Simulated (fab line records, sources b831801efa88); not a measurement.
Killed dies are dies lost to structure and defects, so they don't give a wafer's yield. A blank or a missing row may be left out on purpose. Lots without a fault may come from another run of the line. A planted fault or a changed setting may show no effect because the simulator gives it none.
Which tool did it? | flow gf180mcu | 13 lots, 39 wafers sampled, at 4 steps of a route of 602

WHAT THE GAUGES READ, wafer by wafer
GF_LVPWELL_OVL_MEAS_07. Usual: LVPWELL_OVL 0.1 nm, standard deviation 1.2.
lot  | measured    | on         | LVPWELL_OVL (nm) | flag
L271 | day 3 22:29 | overlay-01 | -0.2 -1.0 -1.2   |
L272 | day 4 01:33 | overlay-02 | 0.2 -0.8 -1.7    |
L274 | day 4 13:47 | overlay-02 | -0.4 0.1 0.4     |
L276 | day 5 01:12 | overlay-01 | -1.7 -0.5 -1.4   |
L278 | day 5 10:35 | overlay-01 | 3.1 1.9 2.0      |
L279 | day 5 18:48 | overlay-02 | 0.1 -0.6 0.1     |
L282 | day 6 16:49 | overlay-01 | 1.0 -1.0 -0.8    |
L290 | day 8 10:25 | overlay-02 | 0.7 1.0 -0.2     |
L291 | day 8 13:13 | overlay-02 | 0.2 0.3 2.0      |
L293 | day 9 01:16 | overlay-02 | 0.1 -1.4 0.1     |
L294 | day 9 04:40 | overlay-02 | -1.6 -3.1 -0.2   |

WHICH TOOL RAN EACH LOT (tool, then ch and the chambers of the sampled wafers, then the start)
lot  | GF_STI_ETCH_13                    | GF_STI_STRIP_15                     | GF_STI_CMP_25
L271 | rie_diel-02 ch 0,2,3, day 2 03:46 | plasma_asher-02 ch 0,1, day 2 03:55 | cmp-01 ch 2,3, day 2 05:47
L272 | rie_diel-03 ch 0,2,3, day 2 07:08 | plasma_asher-02 ch 0,1, day 2 07:17 | cmp-01 ch 0,1,2, day 2 09:04
L274 | rie_diel-04 ch 1,3, day 2 17:16   | plasma_asher-03 ch 0,1, day 2 17:25 | cmp-01 ch 2,3, day 2 19:17
L276 | rie_diel-02 ch 0,1, day 3 03:08   | plasma_asher-02 ch 0,1, day 3 03:18 | cmp-01 ch 1,2, day 3 06:53
L278 | rie_diel-03 ch 0,1, day 3 13:49   | plasma_asher-04 ch 0,1, day 3 13:59 | cmp-02 ch 0,1,3, day 3 15:58
L279 | rie_diel-04 ch 2,3, day 3 21:26   | plasma_asher-04 ch 0,1, day 3 21:35 | cmp-02 ch 0,1, day 3 23:52
L280 | rie_diel-03 ch 0,3, day 4 00:23   | plasma_asher-04 ch 0,1, day 4 00:33 | cmp-01 ch 0,3, day 4 03:29
L281 | rie_diel-02 ch 0,2,3, day 4 05:07 | plasma_asher-02 ch 0,1, day 4 05:16 | cmp-01 ch 0,3, day 4 08:36
L282 | rie_diel-02 ch 0,1,2, day 4 09:43 | plasma_asher-04 ch 0,1, day 4 09:52 | cmp-01 ch 0,2,3, day 4 15:34
L290 | rie_diel-03 ch 0,2,3, day 6 04:31 | plasma_asher-04 ch 0,1, day 6 04:41 | cmp-01 ch 0,1,3, day 6 07:50
L291 | rie_diel-04 ch 0,1,2, day 6 09:58 | plasma_asher-04 ch 0,1, day 6 10:07 | cmp-01 ch 0,1,3, day 6 12:02
L293 | rie_diel-03 ch 0,2,3, day 6 18:22 | plasma_asher-04 ch 0,1, day 6 18:34 | cmp-01 ch 0,1,3, day 6 21:04
L294 | rie_diel-04 ch 0,3, day 6 23:37   | plasma_asher-04 ch 0,1, day 6 23:46 | cmp-01 ch 0,2, day 7 02:03
- GF_STI_ETCH_13: etches the open film in CHF3/O2, stops on Si, target depth 282.31 nm, time 112.9 s.
- GF_STI_STRIP_15: strips in O2/N2.
- GF_STI_CMP_25: polishes, stops on Si3N4, t overpolish 33 s, target thk 524.6 nm.

WHAT THE TOOLS THEMSELVES READ (means of the sampled wafers that have a number; where no wafer has one, the mark that the record gives instead)
GF_STI_ETCH_13. Usual: drypump_motor_current_A 5.7 A, standard deviation 0.32; oes_product_au 0.832 a.u., standard deviation 0.0061; rf_fwd_power_W 596.7 W, standard deviation 2.5; throttle_valve_pct 8.811 %, standard deviation 0.01.
lot  | tool        | drypump_motor_current_A (A) | oes_product_au (a.u.) | rf_fwd_power_W (W) | throttle_valve_pct (%) | flag
L271 | rie_diel-02 | 5.6                         | 0.832                 | 599.8              | 8.810                  |
L272 | rie_diel-03 | 6.0                         | 0.829                 | 596.1              | 8.804                  |
L274 | rie_diel-04 | 5.7                         | 0.829                 | 597.7              | 8.809                  |
L276 | rie_diel-02 | 5.9                         | 0.835                 | 596.0              | 8.806                  |
L278 | rie_diel-03 | 5.5                         | 0.835                 | 596.7              | 8.813                  |
L279 | rie_diel-04 | 5.4                         | 0.824                 | 598.8              | 8.803                  |
L280 | rie_diel-03 | 5.8                         | 0.835                 | 596.4              | 8.819                  |
L281 | rie_diel-02 | 5.5                         | 0.831                 | 596.3              | 8.809                  |
L282 | rie_diel-02 | 5.6                         | 0.828                 | 595.1              | 8.808                  |
L290 | rie_diel-03 | 6.0                         | 0.830                 | 595.1              | 8.811                  |
L291 | rie_diel-04 | 5.7                         | 0.840                 | 596.5              | 8.817                  |
L293 | rie_diel-03 | 6.0                         | 0.829                 | 597.9              | 8.811                  |
L294 | rie_diel-04 | 5.6                         | 0.827                 | 599.4              | 8.818                  |

GF_STI_STRIP_15. Usual: drypump_motor_current_A 6.04 A, standard deviation 0.23; heater_power_w 309 W, standard deviation 37; oes_product_au 0.384 a.u., standard deviation 0.0046; strip_time_to_endpoint_s 3.73 s, standard deviation 0.037.
lot  | tool            | drypump_motor_current_A (A) | heater_power_w (W) | oes_product_au (a.u.) | strip_time_to_endpoint_s (s) | flag
L271 | plasma_asher-02 | 5.75                        | 325                | 0.382                 | 3.68                         |
L272 | plasma_asher-02 | 5.72                        | 319                | 0.385                 | 3.74                         |
L274 | plasma_asher-03 | 6.11                        | 359                | 0.381                 | 3.72                         |
L276 | plasma_asher-02 | 5.74                        | 319                | 0.378                 | 3.70                         |
L278 | plasma_asher-04 | 6.09                        | 270                | 0.387                 | 3.78                         |
L279 | plasma_asher-04 | 6.04                        | 283                | 0.384                 | 3.74                         |
L280 | plasma_asher-04 | 6.03                        | 278                | 0.385                 | 3.73                         |
L281 | plasma_asher-02 | 5.73                        | 323                | 0.378                 | 3.68                         |
L282 | plasma_asher-04 | 6.09                        | 270                | 0.383                 | 3.71                         |
L290 | plasma_asher-04 | 6.08                        | 280                | 0.384                 | 3.78                         |
L291 | plasma_asher-04 | 6.12                        | 273                | 0.386                 | 3.70                         |
L293 | plasma_asher-04 | 6.13                        | 276                | 0.382                 | 3.78                         |
L294 | plasma_asher-04 | 6.11                        | 275                | 0.391                 | 3.76                         |

GF_STI_CMP_25. Usual: edge_zone_pressure_frac 1.001, standard deviation 0.0057; head_pressure_psi 3.999 psi, standard deviation 0.0087; motor_current_A 12.4 A, standard deviation 1.4; overpolish_run_s 33.001 s, standard deviation 0.0092; slurry_flow_ml_min 150.1, standard deviation 0.51; time_to_endpoint_s 124 s, standard deviation 3.9.
lot  | tool   | edge_zone_pressure_frac | head_pressure_psi (psi) | motor_current_A (A) | overpolish_run_s (s) | slurry_flow_ml_min | time_to_endpoint_s (s) | flag
L271 | cmp-01 | 1.003                   | 3.998                   | 11.4                | 33.002               | 150.2              | 123                    |
L272 | cmp-01 | 0.998                   | 3.994                   | 12.7                | 33.018               | 150.3              | 122                    |
L274 | cmp-01 | 0.998                   | 3.994                   | 11.7                | 33.001               | 150.0              | 125                    |
L276 | cmp-01 | 0.999                   | 4.002                   | 13.6                | 32.992               | 150.2              | 122                    |
L278 | cmp-02 | 1.003                   | 4.007                   | 12.5                | 32.999               | 150.2              | 129                    |
L279 | cmp-02 | 1.002                   | 3.997                   | 11.1                | 32.994               | 149.9              | 125                    |
L280 | cmp-01 | -                       | -                       | -                   | -                    | -                  | -                      | OFF
L281 | cmp-01 | -                       | -                       | -                   | -                    | -                  | -                      | OFF
L282 | cmp-01 | 1.001                   | 4.005                   | 12.0                | 33.008               | 149.9              | 128                    |
L290 | cmp-01 | 1.001                   | 3.994                   | 12.3                | 32.998               | 150.4              | 124                    |
L291 | cmp-01 | 1.000                   | 4.005                   | 12.4                | 33.001               | 150.3              | 127                    |
L293 | cmp-01 | 0.993                   | 4.003                   | 12.8                | 33.002               | 150.0              | 124                    |
L294 | cmp-01 | 0.995                   | 4.006                   | 12.1                | 33.002               | 149.7              | 121                    |

THE ANSWER, worked out from the rows above alone
Rule: a lot is off if the mean of its wafers that have a number lies more than 3 standard deviations from the usual mean. A lot without any number at a reading at which 4 lots or more have one is off too. The other lots that the step has rows for count as sound. The gauges are gone through in route order, then the tools' own readings, and for those a lot's mean is taken as printed above. The first step at which some lot is off is used, and at that step the reading that is off furthest; a lot without a number counts as furthest.
Off: L280, L281, at GF_STI_CMP_25 (edge_zone_pressure_frac). Without a number there: L280, L281.
A tool fits if, at that step or a process step before it, it ran every lot that is off, and no sound lot after the first of them. None of those tried fits.

WHAT THE SIMULATOR HAD PUT IN
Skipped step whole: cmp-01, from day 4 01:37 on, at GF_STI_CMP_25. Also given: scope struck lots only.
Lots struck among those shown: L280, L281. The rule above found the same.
